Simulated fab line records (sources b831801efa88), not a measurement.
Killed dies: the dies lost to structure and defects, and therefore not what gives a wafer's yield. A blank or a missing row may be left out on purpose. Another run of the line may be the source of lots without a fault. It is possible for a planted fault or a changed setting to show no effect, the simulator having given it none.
Which tool was responsible? || flow sky130 || 24 lots with 72 wafers sampled at 6 steps, on a route of 708 steps

WHAT EACH GAUGE READ, for each wafer
SKY_POLY_CUT_CD_MEAS_08: target cd 270 nm. Usual: cd_nm 269.9 nm, standard deviation 1.5.
{"lot": "L074", "measured": "day 24 02:44", "on": "cd_sem-01", "cd_nm (nm)": "272.8 270.5 273.3", "flag": ""}
{"lot": "L075", "measured": "day 24 09:01", "on": "cd_sem-01", "cd_nm (nm)": "271.1 270.2 271.3", "flag": ""}
{"lot": "L076", "measured": "day 25 00:44", "on": "cd_sem-01", "cd_nm (nm)": "270.9 268.9 271.5", "flag": ""}
{"lot": "L077", "measured": "day 25 05:28", "on": "cd_sem-01", "cd_nm (nm)": "270.7 271.1 269.9", "flag": ""}
{"lot": "L078", "measured": "day 26 05:26", "on": "cd_sem-01", "cd_nm (nm)": "268.2 268.0 268.3", "flag": ""}
{"lot": "L079", "measured": "day 26 07:16", "on": "cd_sem-02", "cd_nm (nm)": "269.9 269.9 270.4", "flag": ""}
{"lot": "L080", "measured": "day 26 11:58", "on": "cd_sem-01", "cd_nm (nm)": "271.1 269.7 270.1", "flag": ""}
{"lot": "L081", "measured": "day 26 18:39", "on": "cd_sem-01", "cd_nm (nm)": "268.6 267.3 266.6", "flag": ""}
{"lot": "L082", "measured": "day 27 09:15", "on": "cd_sem-02", "cd_nm (nm)": "269.8 269.2 269.9", "flag": ""}
{"lot": "L083", "measured": "day 27 22:05", "on": "cd_sem-02", "cd_nm (nm)": "268.3 267.2 267.8", "flag": ""}
{"lot": "L085", "measured": "day 28 06:04", "on": "cd_sem-02", "cd_nm (nm)": "268.9 269.1 269.3", "flag": ""}
{"lot": "L084", "measured": "day 28 06:11", "on": "cd_sem-02", "cd_nm (nm)": "271.3 270.2 269.4", "flag": ""}
{"lot": "L086", "measured": "day 28 09:47", "on": "cd_sem-02", "cd_nm (nm)": "271.5 270.8 269.4", "flag": ""}
{"lot": "L087", "measured": "day 29 00:43", "on": "cd_sem-01", "cd_nm (nm)": "268.4 269.3 269.0", "flag": ""}
{"lot": "L088", "measured": "day 29 08:42", "on": "cd_sem-01", "cd_nm (nm)": "271.7 273.1 272.1", "flag": ""}
{"lot": "L089", "measured": "day 29 18:56", "on": "cd_sem-02", "cd_nm (nm)": "268.5 269.9 269.8", "flag": ""}
{"lot": "L090", "measured": "day 30 00:11", "on": "cd_sem-02", "cd_nm (nm)": "268.8 269.9 266.8", "flag": ""}
{"lot": "L091", "measured": "day 30 07:41", "on": "cd_sem-02", "cd_nm (nm)": "269.3 269.5 269.0", "flag": ""}
{"lot": "L092", "measured": "day 30 15:09", "on": "cd_sem-02", "cd_nm (nm)": "273.9 273.1 271.5", "flag": ""}
{"lot": "L093", "measured": "day 30 16:27", "on": "cd_sem-01", "cd_nm (nm)": "270.3 270.4 270.1", "flag": ""}
{"lot": "L094", "measured": "day 30 20:24", "on": "cd_sem-02", "cd_nm (nm)": "271.7 272.1 270.2", "flag": ""}
{"lot": "L095", "measured": "day 31 03:01", "on": "cd_sem-02", "cd_nm (nm)": "268.3 269.5 269.1", "flag": ""}
{"lot": "L096", "measured": "day 31 16:48", "on": "cd_sem-02", "cd_nm (nm)": "268.5 269.9 270.1", "flag": ""}
{"lot": "L097", "measured": "day 32 08:40", "on": "cd_sem-02", "cd_nm (nm)": "267.6 268.9 267.8", "flag": ""}

SKY_SD_P_OVL_MEAS_08. Usual: SD_P_OVL gives -0.1 nm (standard deviation 1.4).
{"lot": "L074", "measured": "day 25 08:10", "on": "overlay-01", "SD_P_OVL (nm)": "1.7 1.3 0.4", "flag": ""}
{"lot": "L075", "measured": "day 25 13:17", "on": "overlay-02", "SD_P_OVL (nm)": "-0.9 0.3 -0.2", "flag": ""}
{"lot": "L076", "measured": "day 26 06:26", "on": "overlay-02", "SD_P_OVL (nm)": "0.7 -0.5 -0.9", "flag": ""}
{"lot": "L077", "measured": "day 26 10:57", "on": "overlay-02", "SD_P_OVL (nm)": "-1.2 -1.5 -2.2", "flag": ""}
{"lot": "L078", "measured": "day 27 10:44", "on": "overlay-02", "SD_P_OVL (nm)": "0.8 1.1 2.0", "flag": ""}
{"lot": "L079", "measured": "day 27 12:20", "on": "overlay-01", "SD_P_OVL (nm)": "-0.8 0.2 -0.3", "flag": ""}
{"lot": "L080", "measured": "day 27 16:16", "on": "overlay-02", "SD_P_OVL (nm)": "-1.3 -1.1 1.9", "flag": ""}
{"lot": "L081", "measured": "day 27 23:29", "on": "overlay-02", "SD_P_OVL (nm)": "2.1 2.3 2.2", "flag": ""}
{"lot": "L082", "measured": "day 28 14:05", "on": "overlay-02", "SD_P_OVL (nm)": "-0.5 -1.3 -2.0", "flag": ""}
{"lot": "L083", "measured": "day 29 02:50", "on": "overlay-01", "SD_P_OVL (nm)": "-0.4 2.0 -0.6", "flag": ""}
{"lot": "L085", "measured": "day 29 10:49", "on": "overlay-01", "SD_P_OVL (nm)": "-0.5 -1.4 0.7", "flag": ""}
{"lot": "L084", "measured": "day 29 10:49", "on": "overlay-02", "SD_P_OVL (nm)": "0.3 0.8 0.0", "flag": ""}
{"lot": "L086", "measured": "day 29 14:43", "on": "overlay-01", "SD_P_OVL (nm)": "-1.7 -0.6 -0.5", "flag": ""}
{"lot": "L087", "measured": "day 30 04:46", "on": "overlay-02", "SD_P_OVL (nm)": "-1.7 -0.4 -1.8", "flag": ""}
{"lot": "L088", "measured": "day 30 13:10", "on": "overlay-01", "SD_P_OVL (nm)": "-1.1 -2.7 -3.3", "flag": ""}
{"lot": "L089", "measured": "day 30 23:14", "on": "overlay-01", "SD_P_OVL (nm)": "2.6 2.2 1.8", "flag": ""}
{"lot": "L090", "measured": "day 31 04:49", "on": "overlay-02", "SD_P_OVL (nm)": "1.3 2.5 1.3", "flag": ""}
{"lot": "L091", "measured": "day 31 11:13", "on": "overlay-01", "SD_P_OVL (nm)": "1.1 -0.4 -0.9", "flag": ""}
{"lot": "L092", "measured": "day 31 18:26", "on": "overlay-02", "SD_P_OVL (nm)": "0.5 1.5 -1.0", "flag": ""}
{"lot": "L093", "measured": "day 31 20:38", "on": "overlay-02", "SD_P_OVL (nm)": "-0.8 0.9 -1.2", "flag": ""}
{"lot": "L094", "measured": "day 32 00:04", "on": "overlay-02", "SD_P_OVL (nm)": "0.6 -1.1 0.6", "flag": ""}
{"lot": "L095", "measured": "day 32 06:58", "on": "overlay-01", "SD_P_OVL (nm)": "-1.8 -2.4 -0.5", "flag": ""}
{"lot": "L096", "measured": "day 32 20:23", "on": "overlay-02", "SD_P_OVL (nm)": "-1.0 0.3 -0.3", "flag": ""}
{"lot": "L097", "measured": "day 33 12:07", "on": "overlay-02", "SD_P_OVL (nm)": "-0.1 0.5 1.6", "flag": ""}

SKY_LI_CONTACT_OVL_MEAS_13. Usual: LI_CONTACT_OVL gives -1 nm (standard deviation 4.8).
{"lot": "L074", "measured": "day 29 00:31", "on": "overlay-01", "LI_CONTACT_OVL (nm)": "5 3 -4", "flag": ""}
{"lot": "L075", "measured": "day 29 05:11", "on": "overlay-01", "LI_CONTACT_OVL (nm)": "-2 -4 -6", "flag": ""}
{"lot": "L076", "measured": "day 29 22:35", "on": "overlay-02", "LI_CONTACT_OVL (nm)": "5 4 -3", "flag": ""}
{"lot": "L077", "measured": "day 30 01:55", "on": "overlay-02", "LI_CONTACT_OVL (nm)": "-6 -9 -6", "flag": ""}
{"lot": "L078", "measured": "day 31 00:34", "on": "overlay-01", "LI_CONTACT_OVL (nm)": "-4 -5 -3", "flag": ""}
{"lot": "L079", "measured": "day 31 03:28", "on": "overlay-02", "LI_CONTACT_OVL (nm)": "-8 -2 1", "flag": ""}
{"lot": "L080", "measured": "day 31 06:57", "on": "overlay-02", "LI_CONTACT_OVL (nm)": "-2 -3 -7", "flag": ""}
{"lot": "L081", "measured": "day 31 13:09", "on": "overlay-01", "LI_CONTACT_OVL (nm)": "2 6 3", "flag": ""}
{"lot": "L082", "measured": "day 32 04:16", "on": "overlay-02", "LI_CONTACT_OVL (nm)": "6 5 4", "flag": ""}
{"lot": "L083", "measured": "day 32 15:01", "on": "overlay-02", "LI_CONTACT_OVL (nm)": "3 -4 -2", "flag": ""}
{"lot": "L085", "measured": "day 32 23:11", "on": "overlay-01", "LI_CONTACT_OVL (nm)": "0 5 3", "flag": ""}
{"lot": "L084", "measured": "day 33 00:58", "on": "overlay-02", "LI_CONTACT_OVL (nm)": "1 2 10", "flag": ""}
{"lot": "L086", "measured": "day 33 01:52", "on": "overlay-01", "LI_CONTACT_OVL (nm)": "1 -3 -9", "flag": ""}
{"lot": "L087", "measured": "day 33 16:59", "on": "overlay-01", "LI_CONTACT_OVL (nm)": "-1 1 2", "flag": ""}
{"lot": "L088", "measured": "day 34 00:40", "on": "overlay-02", "LI_CONTACT_OVL (nm)": "1 -4 1", "flag": ""}
{"lot": "L089", "measured": "day 34 10:31", "on": "overlay-02", "LI_CONTACT_OVL (nm)": "-3 -1 7", "flag": ""}
{"lot": "L090", "measured": "day 34 16:05", "on": "overlay-02", "LI_CONTACT_OVL (nm)": "4 -1 -1", "flag": ""}
{"lot": "L091", "measured": "day 34 21:49", "on": "overlay-02", "LI_CONTACT_OVL (nm)": "-5 0 -9", "flag": ""}
{"lot": "L092", "measured": "day 35 04:40", "on": "overlay-01", "LI_CONTACT_OVL (nm)": "-3 -10 -18", "flag": ""}
{"lot": "L093", "measured": "day 35 07:20", "on": "overlay-01", "LI_CONTACT_OVL (nm)": "-2 -3 -4", "flag": ""}
{"lot": "L094", "measured": "day 35 09:44", "on": "overlay-02", "LI_CONTACT_OVL (nm)": "-6 -6 2", "flag": ""}
{"lot": "L095", "measured": "day 35 16:47", "on": "overlay-02", "LI_CONTACT_OVL (nm)": "1 3 1", "flag": ""}
{"lot": "L096", "measured": "day 36 04:31", "on": "overlay-01", "LI_CONTACT_OVL (nm)": "-1 5 -5", "flag": ""}
{"lot": "L097", "measured": "day 36 21:26", "on": "overlay-02", "LI_CONTACT_OVL (nm)": "-1 2 -4", "flag": ""}

SKY_LOCAL_INTERCONNECT_OVL_MEAS_12. Usual: LOCAL_INTERCONNECT_OVL gives 0 nm (standard deviation 5.6).
{"lot": "L074", "measured": "day 30 06:04", "on": "overlay-01", "LOCAL_INTERCONNECT_OVL (nm)": "-7 -1 -2", "flag": ""}
{"lot": "L075", "measured": "day 30 10:23", "on": "overlay-01", "LOCAL_INTERCONNECT_OVL (nm)": "11 1 10", "flag": ""}
{"lot": "L076", "measured": "day 31 04:31", "on": "overlay-01", "LOCAL_INTERCONNECT_OVL (nm)": "2 7 4", "flag": ""}
{"lot": "L077", "measured": "day 31 07:05", "on": "overlay-01", "LOCAL_INTERCONNECT_OVL (nm)": "3 -3 5", "flag": ""}
{"lot": "L078", "measured": "day 32 05:16", "on": "overlay-02", "LOCAL_INTERCONNECT_OVL (nm)": "2 7 -3", "flag": ""}
{"lot": "L079", "measured": "day 32 07:59", "on": "overlay-02", "LOCAL_INTERCONNECT_OVL (nm)": "0 3 -1", "flag": ""}
{"lot": "L080", "measured": "day 32 12:07", "on": "overlay-01", "LOCAL_INTERCONNECT_OVL (nm)": "-8 -7 -7", "flag": ""}
{"lot": "L081", "measured": "day 32 17:36", "on": "overlay-02", "LOCAL_INTERCONNECT_OVL (nm)": "0 6 -1", "flag": ""}
{"lot": "L082", "measured": "day 33 08:29", "on": "overlay-02", "LOCAL_INTERCONNECT_OVL (nm)": "-3 -1 1", "flag": ""}
{"lot": "L083", "measured": "day 33 18:58", "on": "overlay-01", "LOCAL_INTERCONNECT_OVL (nm)": "3 -3 4", "flag": ""}
{"lot": "L085", "measured": "day 34 03:08", "on": "overlay-02", "LOCAL_INTERCONNECT_OVL (nm)": "0 -3 -3", "flag": ""}
{"lot": "L084", "measured": "day 34 04:59", "on": "overlay-02", "LOCAL_INTERCONNECT_OVL (nm)": "2 -1 -6", "flag": ""}
{"lot": "L086", "measured": "day 34 05:41", "on": "overlay-01", "LOCAL_INTERCONNECT_OVL (nm)": "11 10 -1", "flag": ""}
{"lot": "L087", "measured": "day 34 21:44", "on": "overlay-01", "LOCAL_INTERCONNECT_OVL (nm)": "4 7 5", "flag": ""}
{"lot": "L088", "measured": "day 35 05:25", "on": "overlay-01", "LOCAL_INTERCONNECT_OVL (nm)": "-3 1 4", "flag": ""}
{"lot": "L089", "measured": "day 35 14:00", "on": "overlay-01", "LOCAL_INTERCONNECT_OVL (nm)": "5 3 6", "flag": ""}
{"lot": "L090", "measured": "day 35 19:49", "on": "overlay-01", "LOCAL_INTERCONNECT_OVL (nm)": "-7 0 -7", "flag": ""}
{"lot": "L091", "measured": "day 36 02:06", "on": "overlay-02", "LOCAL_INTERCONNECT_OVL (nm)": "-5 -6 -14", "flag": ""}
{"lot": "L092", "measured": "day 36 08:01", "on": "overlay-02", "LOCAL_INTERCONNECT_OVL (nm)": "2 2 -4", "flag": ""}
{"lot": "L093", "measured": "day 36 10:56", "on": "overlay-02", "LOCAL_INTERCONNECT_OVL (nm)": "-11 -6 -11", "flag": ""}
{"lot": "L094", "measured": "day 36 13:35", "on": "overlay-02", "LOCAL_INTERCONNECT_OVL (nm)": "-8 -10 -2", "flag": ""}
{"lot": "L095", "measured": "day 36 20:07", "on": "overlay-01", "LOCAL_INTERCONNECT_OVL (nm)": "2 7 0", "flag": ""}
{"lot": "L096", "measured": "day 37 09:04", "on": "overlay-01", "LOCAL_INTERCONNECT_OVL (nm)": "5 -3 -2", "flag": ""}
{"lot": "L097", "measured": "day 38 01:13", "on": "overlay-02", "LOCAL_INTERCONNECT_OVL (nm)": "8 6 8", "flag": ""}

SKY_CONTACT_THK_MEAS_01. Usual: CONTACT_CVD_00_THK gives 74.8 nm (standard deviation 1.1).
{"lot": "L074", "measured": "day 30 06:50", "on": "film_metro-01", "CONTACT_CVD_00_THK (nm)": "73.5 73.3 74.5", "flag": ""}
{"lot": "L075", "measured": "day 30 11:16", "on": "film_metro-04", "CONTACT_CVD_00_THK (nm)": "76.4 75.7 76.8", "flag": ""}
{"lot": "L076", "measured": "day 31 05:22", "on": "film_metro-01", "CONTACT_CVD_00_THK (nm)": "74.4 74.9 75.2", "flag": ""}
{"lot": "L077", "measured": "day 31 07:53", "on": "film_metro-04", "CONTACT_CVD_00_THK (nm)": "72.8 75.3 75.0", "flag": ""}
{"lot": "L078", "measured": "day 32 06:05", "on": "film_metro-04", "CONTACT_CVD_00_THK (nm)": "76.1 74.3 76.3", "flag": ""}
{"lot": "L079", "measured": "day 32 08:53", "on": "film_metro-02", "CONTACT_CVD_00_THK (nm)": "75.8 75.1 76.5", "flag": ""}
{"lot": "L080", "measured": "day 32 12:54", "on": "film_metro-01", "CONTACT_CVD_00_THK (nm)": "73.2 73.2 74.4", "flag": ""}
{"lot": "L081", "measured": "day 32 18:23", "on": "film_metro-02", "CONTACT_CVD_00_THK (nm)": "75.1 75.2 77.2", "flag": ""}
{"lot": "L082", "measured": "day 33 09:23", "on": "film_metro-01", "CONTACT_CVD_00_THK (nm)": "74.3 75.4 75.5", "flag": ""}
{"lot": "L083", "measured": "day 33 19:50", "on": "film_metro-01", "CONTACT_CVD_00_THK (nm)": "73.2 73.4 74.1", "flag": ""}
{"lot": "L085", "measured": "day 34 04:00", "on": "film_metro-01", "CONTACT_CVD_00_THK (nm)": "74.5 75.0 75.6", "flag": ""}
{"lot": "L084", "measured": "day 34 05:55", "on": "film_metro-01", "CONTACT_CVD_00_THK (nm)": "73.8 74.7 74.8", "flag": ""}
{"lot": "L086", "measured": "day 34 06:31", "on": "film_metro-02", "CONTACT_CVD_00_THK (nm)": "75.7 75.9 75.7", "flag": ""}
{"lot": "L087", "measured": "day 34 22:31", "on": "film_metro-04", "CONTACT_CVD_00_THK (nm)": "74.3 74.0 75.3", "flag": ""}
{"lot": "L088", "measured": "day 35 06:13", "on": "film_metro-02", "CONTACT_CVD_00_THK (nm)": "74.7 74.7 74.5", "flag": ""}
{"lot": "L089", "measured": "day 35 14:47", "on": "film_metro-04", "CONTACT_CVD_00_THK (nm)": "74.8 74.6 76.0", "flag": ""}
{"lot": "L090", "measured": "day 35 20:37", "on": "film_metro-04", "CONTACT_CVD_00_THK (nm)": "73.2 73.5 74.1", "flag": ""}
{"lot": "L091", "measured": "day 36 02:55", "on": "film_metro-04", "CONTACT_CVD_00_THK (nm)": "73.7 74.6 75.9", "flag": ""}
{"lot": "L092", "measured": "day 36 08:50", "on": "film_metro-02", "CONTACT_CVD_00_THK (nm)": "72.6 74.0 74.0", "flag": ""}
{"lot": "L093", "measured": "day 36 11:44", "on": "film_metro-02", "CONTACT_CVD_00_THK (nm)": "73.9 75.7 75.6", "flag": ""}
{"lot": "L094", "measured": "day 36 14:23", "on": "film_metro-01", "CONTACT_CVD_00_THK (nm)": "73.9 74.1 74.3", "flag": ""}
{"lot": "L095", "measured": "day 36 20:55", "on": "film_metro-02", "CONTACT_CVD_00_THK (nm)": "74.6 76.4 75.6", "flag": ""}
{"lot": "L096", "measured": "day 37 09:51", "on": "film_metro-04", "CONTACT_CVD_00_THK (nm)": "74.4 74.9 75.7", "flag": ""}
{"lot": "L097", "measured": "day 38 01:59", "on": "film_metro-01", "CONTACT_CVD_00_THK (nm)": "74.4 74.8 74.4", "flag": ""}

SKY_METAL1_CD_MEAS_15: target cd 140 nm. Usual: cd_nm 140.1 nm, standard deviation 1.4.
{"lot": "L074", "measured": "day 32 15:59", "on": "cd_sem-01", "cd_nm (nm)": "139.6 139.3 141.0", "flag": ""}
{"lot": "L075", "measured": "day 32 19:25", "on": "cd_sem-01", "cd_nm (nm)": "142.6 142.5 142.8", "flag": ""}
{"lot": "L076", "measured": "day 33 14:20", "on": "cd_sem-02", "cd_nm (nm)": "142.2 140.3 140.2", "flag": ""}
{"lot": "L077", "measured": "day 33 15:43", "on": "cd_sem-01", "cd_nm (nm)": "137.9 138.6 137.9", "flag": ""}
{"lot": "L078", "measured": "day 34 14:03", "on": "cd_sem-01", "cd_nm (nm)": "140.3 139.6 140.8", "flag": ""}
{"lot": "L079", "measured": "day 34 16:55", "on": "cd_sem-02", "cd_nm (nm)": "138.8 138.3 139.4", "flag": ""}
{"lot": "L080", "measured": "day 34 20:47", "on": "cd_sem-02", "cd_nm (nm)": "138.3 139.4 139.7", "flag": ""}
{"lot": "L081", "measured": "day 35 02:29", "on": "cd_sem-01", "cd_nm (nm)": "139.4 140.0 140.1", "flag": ""}
{"lot": "L082", "measured": "day 35 15:45", "on": "cd_sem-02", "cd_nm (nm)": "141.5 140.6 142.2", "flag": ""}
{"lot": "L083", "measured": "day 36 03:49", "on": "cd_sem-01", "cd_nm (nm)": "138.9 139.3 137.3", "flag": ""}
{"lot": "L085", "measured": "day 36 11:07", "on": "cd_sem-01", "cd_nm (nm)": "139.8 139.4 138.8", "flag": ""}
{"lot": "L084", "measured": "day 36 12:11", "on": "cd_sem-02", "cd_nm (nm)": "139.9 140.9 140.6", "flag": ""}
{"lot": "L086", "measured": "day 36 13:08", "on": "cd_sem-01", "cd_nm (nm)": "139.6 139.1 139.4", "flag": ""}
{"lot": "L087", "measured": "day 37 05:46", "on": "cd_sem-02", "cd_nm (nm)": "140.5 139.9 139.4", "flag": ""}
{"lot": "L088", "measured": "day 37 13:26", "on": "cd_sem-01", "cd_nm (nm)": "138.1 138.8 138.2", "flag": ""}
{"lot": "L089", "measured": "day 37 20:29", "on": "cd_sem-02", "cd_nm (nm)": "141.7 140.7 142.1", "flag": ""}
{"lot": "L090", "measured": "day 38 02:56", "on": "cd_sem-02", "cd_nm (nm)": "140.4 141.1 141.9", "flag": ""}
{"lot": "L091", "measured": "day 38 09:41", "on": "cd_sem-01", "cd_nm (nm)": "141.0 139.8 140.1", "flag": ""}
{"lot": "L092", "measured": "day 38 15:01", "on": "cd_sem-01", "cd_nm (nm)": "142.4 140.7 142.0", "flag": ""}
{"lot": "L093", "measured": "day 38 17:59", "on": "cd_sem-02", "cd_nm (nm)": "143.1 142.0 142.6", "flag": ""}
{"lot": "L094", "measured": "day 38 20:43", "on": "cd_sem-01", "cd_nm (nm)": "139.0 139.6 137.8", "flag": ""}
{"lot": "L095", "measured": "day 39 02:37", "on": "cd_sem-02", "cd_nm (nm)": "139.2 137.9 138.1", "flag": ""}
{"lot": "L096", "measured": "day 39 14:41", "on": "cd_sem-01", "cd_nm (nm)": "138.3 139.2 138.9", "flag": ""}
{"lot": "L097", "measured": "day 40 05:11", "on": "cd_sem-02", "cd_nm (nm)": "141.5 139.8 140.1", "flag": ""}

TOOL THAT RAN EACH LOT (tool first, then ch and the chambers of the sampled wafers, then the start)
There is no process step in the record ahead of these readings.

WHAT THE TOOLS THEMSELVES READ (means of the sampled wafers that have a number; where no wafer has one, the mark that the record gives instead)
The record holds no such reading with a usual standard deviation.

THE ANSWER, worked out from the rows above alone
Rule: a lot counts as off when the mean over its wafers that have a number is more than 3 standard deviations away from the usual mean. Also off: a lot with no number at a reading for which 4 or more lots have one. Any other lot the step has rows for is counted as sound. The gauges are gone through in route order, then the tools' own readings, and for those a lot's mean is taken as printed above. The first step at which some lot is off is used, and at that step the reading that is off furthest; a lot without a number counts as furthest.
None of the lots is off at any reading shown; this tells nothing.

WHAT THE SIMULATOR PUT IN
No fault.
